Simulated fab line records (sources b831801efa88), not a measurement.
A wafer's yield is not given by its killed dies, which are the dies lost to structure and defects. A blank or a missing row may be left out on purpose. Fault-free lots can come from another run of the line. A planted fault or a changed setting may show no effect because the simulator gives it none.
fab line records ; flow gf180mcu
[record] lots = 15; wafers = 43; lastDay = 34
route steps=602 shown V2@384 M3@414
lots that met no fault: taken from a fault-free run of the same line
startH: start of the lot's first displayed wafer, in hours after the record's first day ; waitH: how many hours have passed since the lot's step before this one ; " as in the row above ; L1.1+2: one row covering several wafers at once ; - either no value or no given start ; * or withheld: withheld ; < > ~ a bound
route shown NAME@n: a module of which the file shows steps, and the number in the route of the first ; usual: mean and standard deviation over wafers with no fault ; same: alike in all rows ; chamber/n: place in a boat ; sites: the reading at each site ; _std_site: how widely they spread, as a standard deviation ; _edge_site: the outer-site mean with the inner-site mean subtracted ; radiusMm: how far each site lies from the wafer's centre ; mask NAME#n: copy n ; behind: the tool/chamber that last shaped the wafer ; hold: cause of the lot's hold/its duration in hours/its outcome ; device: the transistor (n, p or np) that didn't switch ; end of line: at the end of the route, the tests of the same wafers ; for a step that has no rows: nothing shown but its recipe ; killed: count of dies lost to structure and defects at first sort (not the wafer's yield) ; map: shows each die of a wafer: x if killed, . if not, _ if none is there
set.NAME: the setting the step ran with; set.NAME@STEP: the setting that earlier step ran with ; model.NAME: the simulator's own value behind a step, which no gauge read
route steps across a sampled set of lots; one table per step, one row per wafer
services: a tool's chamber out of use, with start hour (startH, from the record's first day; less than 0 if before it), hours out, and reason
[[steps]]
[step GF_V2_CVD_02]
[recipe] material = SiO2; targetThkNm = 850; precursor = TEOS; tempC = 400; timeS = 94.851; rfW = 600
[usual] heaterPowerW = 660/85
lot.wafer;tool;chamber;startH;waitH;heaterPowerW
L335.4;pecvd-02;2;431.64;0.1;723
L335.5;pecvd-02;0;431.64;0.1;651
L335.6;pecvd-02;1;431.64;0.1;623
L336.2;pecvd-02;2;434.06;0.0;734
L336.3;pecvd-02;0;434.06;0.0;605
L336.6;pecvd-02;0;434.06;0.0;651
L337.1;pecvd-03;2;448.57;0.1;546
L337.3;pecvd-03;0;448.57;0.1;808
L337.4;pecvd-03;2;448.57;0.1;595
L338.1;pecvd-02;1;461.12;0.1;634
L338.5;pecvd-02;2;461.12;0.1;772
L338.6;pecvd-02;0;461.12;0.1;667
L339.1;pecvd-03;0;470.76;0.1;755
L339.2;pecvd-03;2;470.76;0.1;652
L339.5;pecvd-03;1;470.76;0.1;648
L340.1;pecvd-04;2;478.06;0.1;685
L340.2;pecvd-04;1;478.06;0.1;509
L340.6;pecvd-04;1;478.06;0.1;582
L341.1;pecvd-03;0;491.57;0.1;726
L341.5;pecvd-03;2;491.57;0.1;509
L341.6;pecvd-03;1;491.57;0.1;637
L342.1;pecvd-03;1;499.13;0.1;734
L342.4;pecvd-03;1;499.13;0.1;792
L342.5;pecvd-03;2;499.13;0.1;623
L344.1;pecvd-03;2;513.71;0.1;528
L344.3;pecvd-03;1;513.71;0.1;764
L344.4;pecvd-03;2;513.71;0.1;581
L346.4;pecvd-03;1;528.32;0.1;624
L346.5;pecvd-03;2;528.32;0.1;611
L346.6;pecvd-03;0;528.32;0.1;658
L348.3;pecvd-04;0;553.22;0.0;622
L348.4;pecvd-04;0;553.22;0.0;683
L348.5;pecvd-04;2;553.22;0.0;674
L351.2;pecvd-02;2;587.20;0.0;629
L351.4;pecvd-02;1;587.20;0.0;590
L351.5;pecvd-02;0;587.20;0.0;675
L352.3;pecvd-04;2;591.05;0.0;693
L352.4;pecvd-04;2;591.05;0.0;554
L353.2;pecvd-03;0;597.20;0.0;712
L353.6;pecvd-03;1;597.20;0.0;716
L357.1;pecvd-02;2;623.18;0.1;844
L357.4;pecvd-02;1;623.18;0.1;472
L357.5;pecvd-02;2;623.18;0.1;670
[step GF_V2_OVL_MEAS_15]
[usual] V2_OVL = -2/5.2
lot.wafer;tool;chamber;startH;waitH;V2_OVL[nm]
L335.4;overlay-02;-;455.96;0.1;4
L335.5;overlay-02;-;455.96;0.1;-7
L335.6;overlay-02;-;455.96;0.1;-9
L336.2;overlay-02;-;458.62;0.1;-4
L336.3;overlay-02;-;458.62;0.1;-6
L336.6;overlay-02;-;458.62;0.1;-3
L337.1;overlay-02;-;473.36;0.1;11
L337.3;overlay-02;-;473.36;0.1;1
L337.4;overlay-02;-;473.36;0.1;-3
L338.1;overlay-02;-;485.12;0.1;7
L338.5;overlay-02;-;485.12;0.1;0
L338.6;overlay-02;-;485.12;0.1;5
L339.1;overlay-02;-;495.06;0.1;1
L339.2;overlay-02;-;495.06;0.1;-2
L339.5;overlay-02;-;495.06;0.1;0
L340.1;overlay-01;-;502.01;0.1;3
L340.2;overlay-01;-;502.01;0.1;4
L340.6;overlay-01;-;502.01;0.1;7
L341.1;overlay-02;-;515.41;0.1;3
L341.5;overlay-02;-;515.41;0.1;8
L341.6;overlay-02;-;515.41;0.1;6
L342.1;overlay-01;-;523.61;0.1;2
L342.4;overlay-01;-;523.61;0.1;0
L342.5;overlay-01;-;523.61;0.1;1
L344.1;overlay-01;-;537.66;0.1;-11
L344.3;overlay-01;-;537.66;0.1;-13
L344.4;overlay-01;-;537.66;0.1;-12
L346.4;overlay-01;-;551.51;0.1;1
L346.5;overlay-01;-;551.51;0.1;4
L346.6;overlay-01;-;551.51;0.1;-6
L348.3;overlay-02;-;576.38;0.1;1
L348.4;overlay-02;-;576.38;0.1;-7
L348.5;overlay-02;-;576.38;0.1;-1
L351.2;overlay-01;-;609.12;0.1;2
L351.4;overlay-01;-;609.12;0.1;11
L351.5;overlay-01;-;609.12;0.1;0
L352.3;overlay-01;-;612.47;0.1;-8
L352.4;overlay-01;-;612.47;0.1;-4
L353.2;overlay-01;-;618.72;0.1;-6
L353.6;overlay-01;-;618.72;0.1;-13
L357.1;overlay-02;-;643.96;0.1;-3
L357.4;overlay-02;-;643.96;0.1;-5
L357.5;overlay-02;-;643.96;0.1;2
[step GF_V2_CVD_23]
[recipe] material = W; targetThkNm = 350; timeS = 104.94; tempC = 400; pressureTorr = 40
[usual] heaterPowerW = 848/70
lot.wafer;tool;chamber;startH;waitH;heaterPowerW
L335.4;cvdW-01;0;456.78;0.1;751
L335.5;cvdW-01;1;456.78;0.1;927
L335.6;cvdW-01;0;456.78;0.1;781
L336.2;cvdW-01;1;459.41;0.0;922
L336.3;cvdW-01;0;459.41;0.0;769
L336.6;cvdW-01;0;459.41;0.0;784
L337.1;cvdW-01;0;474.16;0.0;752
L337.3;cvdW-01;1;474.16;0.0;907
L337.4;cvdW-01;0;474.16;0.0;776
L338.1;cvdW-02;0;485.92;0.0;819
L338.5;cvdW-02;0;485.92;0.0;819
L338.6;cvdW-02;0;485.92;0.0;817
L339.1;cvdW-02;0;495.95;0.0;820
L339.2;cvdW-02;0;495.95;0.0;821
L339.5;cvdW-02;0;495.95;0.0;818
L340.1;cvdW-01;1;502.88;0.0;928
L340.2;cvdW-01;0;502.88;0.0;765
L340.6;cvdW-01;0;502.88;0.0;760
L341.1;cvdW-01;1;516.24;0.0;929
L341.5;cvdW-01;1;516.24;0.0;922
L341.6;cvdW-01;0;516.24;0.0;766
L342.1;cvdW-02;1;524.43;0.0;894
L342.4;cvdW-02;1;524.43;0.0;893
L342.5;cvdW-02;1;524.43;0.0;881
L344.1;cvdW-01;0;538.46;0.0;771
L344.3;cvdW-01;1;538.46;0.0;939
L344.4;cvdW-01;0;538.46;0.0;770
L346.4;cvdW-01;1;552.33;0.1;964
L346.5;cvdW-01;1;552.33;0.1;915
L346.6;cvdW-01;0;552.33;0.1;782
L348.3;cvdW-01;1;577.20;0.1;935
L348.4;cvdW-01;0;577.20;0.1;758
L348.5;cvdW-01;0;577.20;0.1;765
L351.2;cvdW-01;0;609.99;0.0;749
L351.4;cvdW-01;1;609.99;0.0;922
L351.5;cvdW-01;1;609.99;0.0;955
L352.3;cvdW-01;1;613.31;0.1;948
L352.4;cvdW-01;0;613.31;0.1;777
L353.2;cvdW-01;0;619.54;0.0;774
L353.6;cvdW-01;0;619.54;0.0;775
L357.1;cvdW-02;0;644.77;0.0;810
L357.4;cvdW-02;0;644.77;0.0;819
L357.5;cvdW-02;1;644.77;0.0;890
[step GF_V2_RS_MEAS_24]
[recipe] thkMeasGauge = four-point-probe; reads = W_of_V2_CVD_23+TiN_of_V2_SPUTTER_22+Ti_of_V2_SPUTTER_21
[usual] V2_W_RS = 0.328/0.0052
lot.wafer;tool;chamber;startH;waitH;V2_W_RS[ohm/sq]
L335.4;filmMetro-04;-;456.91;0.1;0.330
L335.5;filmMetro-04;-;456.91;0.1;0.332
L335.6;filmMetro-04;-;456.91;0.1;0.331
L336.2;filmMetro-01;-;459.54;0.1;0.324
L336.3;filmMetro-01;-;459.54;0.1;0.327
L336.6;filmMetro-01;-;459.54;0.1;0.327
L337.1;filmMetro-01;-;474.27;0.1;0.327
L337.3;filmMetro-01;-;474.27;0.1;0.325
L337.4;filmMetro-01;-;474.27;0.1;0.329
L338.1;filmMetro-01;-;486.15;0.2;0.322
L338.5;filmMetro-01;-;486.15;0.2;0.324
L338.6;filmMetro-01;-;486.15;0.2;0.319
L339.1;filmMetro-03;-;496.17;0.2;0.326
L339.2;filmMetro-03;-;496.17;0.2;0.322
L339.5;filmMetro-03;-;496.17;0.2;0.322
L340.1;filmMetro-03;-;503.00;0.1;0.326
L340.2;filmMetro-03;-;503.00;0.1;0.327
L340.6;filmMetro-03;-;503.00;0.1;0.326
L341.1;filmMetro-01;-;516.36;0.1;0.333
L341.5;filmMetro-01;-;516.36;0.1;0.328
L341.6;filmMetro-01;-;516.36;0.1;0.324
L342.1;filmMetro-01;-;524.54;0.1;0.331
L342.4;filmMetro-01;-;524.54;0.1;0.328
L342.5;filmMetro-01;-;524.54;0.1;0.332
L344.1;filmMetro-04;-;538.57;0.1;0.332
L344.3;filmMetro-04;-;538.57;0.1;0.330
L344.4;filmMetro-04;-;538.57;0.1;0.333
L346.4;filmMetro-01;-;552.46;0.1;0.329
L346.5;filmMetro-01;-;552.46;0.1;0.332
L346.6;filmMetro-01;-;552.46;0.1;0.331
L348.3;filmMetro-04;-;577.31;0.1;0.333
L348.4;filmMetro-04;-;577.31;0.1;0.330
L348.5;filmMetro-04;-;577.31;0.1;0.328
L351.2;filmMetro-01;-;610.12;0.1;0.333
L351.4;filmMetro-01;-;610.12;0.1;0.382
L351.5;filmMetro-01;-;610.12;0.1;0.336
L352.3;filmMetro-04;-;613.43;0.1;0.334
L352.4;filmMetro-04;-;613.43;0.1;0.376
L353.2;filmMetro-03;-;619.67;0.1;0.327
L353.6;filmMetro-03;-;619.67;0.1;0.373
L357.1;filmMetro-03;-;644.88;0.1;0.322
L357.4;filmMetro-03;-;644.88;0.1;0.322
L357.5;filmMetro-03;-;644.88;0.1;0.333
[step GF_V2_THK_MEAS_25]
[recipe] thkMeasGauge = xrf; reads = W_of_V2_CVD_23
[usual] V2_W_THK = 356/7.7
lot.wafer;tool;chamber;startH;waitH;V2_W_THK[nm]
L335.4;filmMetro-04;-;457.00;0.1;350
L335.5;filmMetro-04;-;457.00;0.1;347
L335.6;filmMetro-04;-;457.00;0.1;350
L336.2;filmMetro-01;-;459.65;0.1;359
L336.3;filmMetro-01;-;459.65;0.1;354
L336.6;filmMetro-01;-;459.65;0.1;356
L337.1;filmMetro-01;-;474.39;0.1;354
L337.3;filmMetro-01;-;474.39;0.1;357
L337.4;filmMetro-01;-;474.39;0.1;355
L338.1;filmMetro-01;-;486.27;0.1;360
L338.5;filmMetro-01;-;486.27;0.1;361
L338.6;filmMetro-01;-;486.27;0.1;367
L339.1;filmMetro-03;-;496.29;0.1;362
L339.2;filmMetro-03;-;496.29;0.1;367
L339.5;filmMetro-03;-;496.29;0.1;366
L340.1;filmMetro-03;-;503.12;0.1;360
L340.2;filmMetro-03;-;503.12;0.1;360
L340.6;filmMetro-03;-;503.12;0.1;362
L341.1;filmMetro-01;-;516.48;0.1;350
L341.5;filmMetro-01;-;516.48;0.1;355
L341.6;filmMetro-01;-;516.48;0.1;361
L342.1;filmMetro-01;-;524.66;0.1;353
L342.4;filmMetro-01;-;524.66;0.1;356
L342.5;filmMetro-01;-;524.66;0.1;351
L344.1;filmMetro-04;-;538.69;0.1;345
L344.3;filmMetro-04;-;538.69;0.1;347
L344.4;filmMetro-04;-;538.69;0.1;344
L346.4;filmMetro-01;-;552.55;0.1;358
L346.5;filmMetro-01;-;552.55;0.1;355
L346.6;filmMetro-01;-;552.55;0.1;356
L348.3;filmMetro-04;-;577.41;0.1;347
L348.4;filmMetro-04;-;577.41;0.1;348
L348.5;filmMetro-04;-;577.41;0.1;350
L351.2;filmMetro-01;-;610.23;0.1;353
L351.4;filmMetro-01;-;610.23;0.1;306
L351.5;filmMetro-01;-;610.23;0.1;352
L352.3;filmMetro-04;-;613.53;0.1;343
L352.4;filmMetro-04;-;613.53;0.1;306
L353.2;filmMetro-03;-;619.78;0.1;360
L353.6;filmMetro-03;-;619.78;0.1;315
L357.1;filmMetro-03;-;645.00;0.1;372
L357.4;filmMetro-03;-;645.00;0.1;370
L357.5;filmMetro-03;-;645.00;0.1;360
[step GF_V2_CMP_26]
[recipe] stopOn = SiO2; downForcePsi = 3.5; platenRpm = 60; tOverpolishS = 15; targetThkNm = 0; padVelocityMS = 0.94248
[usual] motorCurrentA = 11.0/1.7; timeToEndpointS = 83/3.2
lot.wafer;tool;chamber;startH;waitH;motorCurrentA;timeToEndpointS
L335.4;cmp-02;3;457.08;0.1;9.7;83
L335.5;cmp-02;2;457.08;0.1;11.7;78
L335.6;cmp-02;3;457.08;0.1;9.1;78
L336.3;cmp-01;0;459.70;0.0;11.3;87
L336.2;cmp-01;1;459.70;0.0;13.5;84
L336.6;cmp-01;1;459.70;0.0;13.6;83
L337.4;cmp-01;1;474.50;0.1;13.1;83
L337.3;cmp-01;2;474.50;0.1;10.7;83
L337.1;cmp-01;3;474.50;0.1;11.4;85
L338.1;cmp-02;1;486.38;0.1;12.4;88
L338.6;cmp-02;0;486.38;0.1;8.2;85
L338.5;cmp-02;1;486.38;0.1;12.8;86
L339.1;cmp-01;0;496.45;0.1;11.5;81
L339.2;cmp-01;1;496.45;0.1;13.2;78
L339.5;cmp-01;3;496.45;0.1;11.0;85
L340.1;cmp-02;2;503.28;0.1;12.5;82
L340.2;cmp-02;3;503.28;0.1;9.2;83
L340.6;cmp-02;0;503.28;0.1;8.9;82
L341.1;cmp-02;3;516.59;0.1;9.5;83
L341.6;cmp-02;2;516.59;0.1;12.3;85
L341.5;cmp-02;3;516.59;0.1;9.7;83
L342.4;cmp-01;0;524.82;0.1;11.0;79
L342.1;cmp-01;1;524.82;0.1;13.9;79
L342.5;cmp-01;2;524.82;0.1;11.4;83
L344.1;cmp-02;2;538.80;0.1;12.4;81
L344.4;cmp-02;3;538.80;0.1;9.5;81
L344.3;cmp-02;0;538.80;0.1;8.9;85
L346.4;cmp-01;2;552.68;0.1;10.9;85
L346.6;cmp-01;0;552.68;0.1;10.9;83
L346.5;cmp-01;1;552.68;0.1;14.1;78
L348.3;cmp-02;0;577.60;0.2;8.3;85
L348.4;cmp-02;1;577.60;0.2;12.4;84
L348.5;cmp-02;3;577.60;0.2;9.2;79
L351.2;cmp-01;1;610.33;0.1;13.9;78
L351.4;cmp-01;3;610.33;0.1;10.8;71
L351.5;cmp-01;0;610.33;0.1;11.4;76
L352.4;cmp-02;3;613.62;0.1;9.3;71
L352.3;cmp-02;0;613.62;0.1;9.3;79
L353.2;cmp-01;3;619.98;0.2;11.4;90
L353.6;cmp-01;0;619.98;0.2;11.3;76
L357.1;cmp-02;2;645.16;0.1;12.0;83
L357.4;cmp-02;3;645.16;0.1;9.6;82
L357.5;cmp-02;0;645.16;0.1;9.0;79
[step GF_M3_RS_MEAS_05]
[recipe] thkMeasGauge = four-point-probe; reads = TiN_of_M3_SPUTTER_04+Ti_of_M3_SPUTTER_03+AlCu_of_M3_SPUTTER_02+TiN_of_M3_SPUTTER_01+Ti_of_M3_SPUTTER_00
[usual] M3_ALCU_RS = 0.0695/0.00068
lot.wafer;tool;chamber;startH;waitH;M3_ALCU_RS[ohm/sq]
L335.4;filmMetro-02;-;457.61;0.1;0.0699
L335.5;filmMetro-02;-;457.61;0.1;0.0699
L335.6;filmMetro-02;-;457.61;0.1;0.0701
L336.2;filmMetro-02;-;460.24;0.0;0.0699
L336.3;filmMetro-02;-;460.24;0.0;0.0700
L336.6;filmMetro-02;-;460.24;0.0;0.0699
L337.1;filmMetro-03;-;474.97;0.0;0.0684
L337.3;filmMetro-03;-;474.97;0.0;0.0693
L337.4;filmMetro-03;-;474.97;0.0;0.0696
L338.1;filmMetro-02;-;486.85;0.0;0.0697
L338.5;filmMetro-02;-;486.85;0.0;0.0695
L338.6;filmMetro-02;-;486.85;0.0;0.0694
L339.1;filmMetro-03;-;496.87;0.0;0.0696
L339.2;filmMetro-03;-;496.87;0.0;0.0693
L339.5;filmMetro-03;-;496.87;0.0;0.0690
L340.1;filmMetro-03;-;503.70;0.0;0.0703
L340.2;filmMetro-03;-;503.70;0.0;0.0696
L340.6;filmMetro-03;-;503.70;0.0;0.0700
L341.1;filmMetro-03;-;517.06;0.0;0.0710
L341.5;filmMetro-03;-;517.06;0.0;0.0709
L341.6;filmMetro-03;-;517.06;0.0;0.0708
L342.1;filmMetro-02;-;525.24;0.0;0.0694
L342.4;filmMetro-02;-;525.24;0.0;0.0693
L342.5;filmMetro-02;-;525.24;0.0;0.0691
L344.1;filmMetro-03;-;539.27;0.0;0.0707
L344.3;filmMetro-03;-;539.27;0.0;0.0708
L344.4;filmMetro-03;-;539.27;0.0;0.0708
L346.4;filmMetro-02;-;553.16;0.1;0.0701
L346.5;filmMetro-02;-;553.16;0.1;0.0700
L346.6;filmMetro-02;-;553.16;0.1;0.0706
L348.3;filmMetro-03;-;578.06;0.1;0.0696
L348.4;filmMetro-03;-;578.06;0.1;0.0698
L348.5;filmMetro-03;-;578.06;0.1;0.0697
L351.2;filmMetro-03;-;610.82;0.0;0.0695
L351.4;filmMetro-03;-;610.82;0.0;0.0694
L351.5;filmMetro-03;-;610.82;0.0;0.0688
L352.3;filmMetro-02;-;614.13;0.1;0.0693
L352.4;filmMetro-02;-;614.13;0.1;0.0692
L353.2;filmMetro-01;-;620.37;0.0;0.0693
L353.6;filmMetro-01;-;620.37;0.0;0.0684
L357.1;filmMetro-02;-;645.58;0.0;0.0699
L357.4;filmMetro-02;-;645.58;0.0;0.0692
L357.5;filmMetro-02;-;645.58;0.0;0.0697
[[services]]
tool;chamber;startH;hours;kind
cmp-01;-;408.21;-;consumableReplace:conditioner
cmp-01;-;408.21;-;consumableReplace:pad
cvdW-02;-;432.87;5.7;repair
cmp-01;-;438.71;8.3;pm
pecvd-02;1;442.12;4.0;repair
pecvd-04;-;491.18;0.5;repair
pecvd-03;-;503.38;1.8;repair
cvdW-02;-;505.19;1.0;repair
cmp-01;-;517.49;1.2;repair
cvdW-02;-;529.58;0.8;repair
cvdW-02;-;538.12;0.6;repair
cmp-02;-;551.21;0.2;repair
pecvd-03;2;558.61;3.5;repair
pecvd-04;2;571.19;2.6;repair
cmp-02;-;572.21;4.0;pm
cmp-01;-;576.21;5.5;pm
cmp-02;-;576.21;-;consumableReplace:conditioner
cmp-02;-;576.21;-;consumableReplace:pad
cvdW-01;-;577.28;14.6;pm
pecvd-02;-;591.12;14.0;pm
pecvd-02;0;591.12;14.0;ventCycle
pecvd-04;-;596.80;1.4;repair
cmp-01;-;631.04;16.9;pm
cvdW-02;1;631.22;4.6;repair
[[key]]
[firstSign] step = GF_V2_RS_MEAS_24; reading = V2_W_RS; direction = up; sigmas = 9.3; usual = 0.328; struck = 0.377
[effect] step = GF_V2_THK_MEAS_25; reading = V2_W_THK; direction = down; sigmas = 6.2; usual = 356; struck = 309
[effect] step = GF_V2_CMP_26; reading = timeToEndpointS; direction = down; sigmas = 3.4; usual = *; struck = *
metAt GF_V2_CVD_23
struckLots L351,L352,L353
struckWafers L351.4,L352.4,L353.6
sortLeftOut L352.4,L353.6
notActingAt GF_V2_CVD_02,GF_V2_OVL_MEAS_15,GF_M3_RS_MEAS_05
onsetBetween 577.20 609.99
[fault] kind = processParameterDrift; tool = cvdW-01; chamber = -; onsetH = 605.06; steps = GF_V2_CVD_23; channel = targetThkNm; offset = -41.534; shape = step; endH = 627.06; scope = struckWafersOnly; actsIn = theseRecipesOnly; stated = 350
// sortLeftOut: the simulated sort isn't trusted on such a fault, so these wafers' sort isn't shown, and their yield isn't known
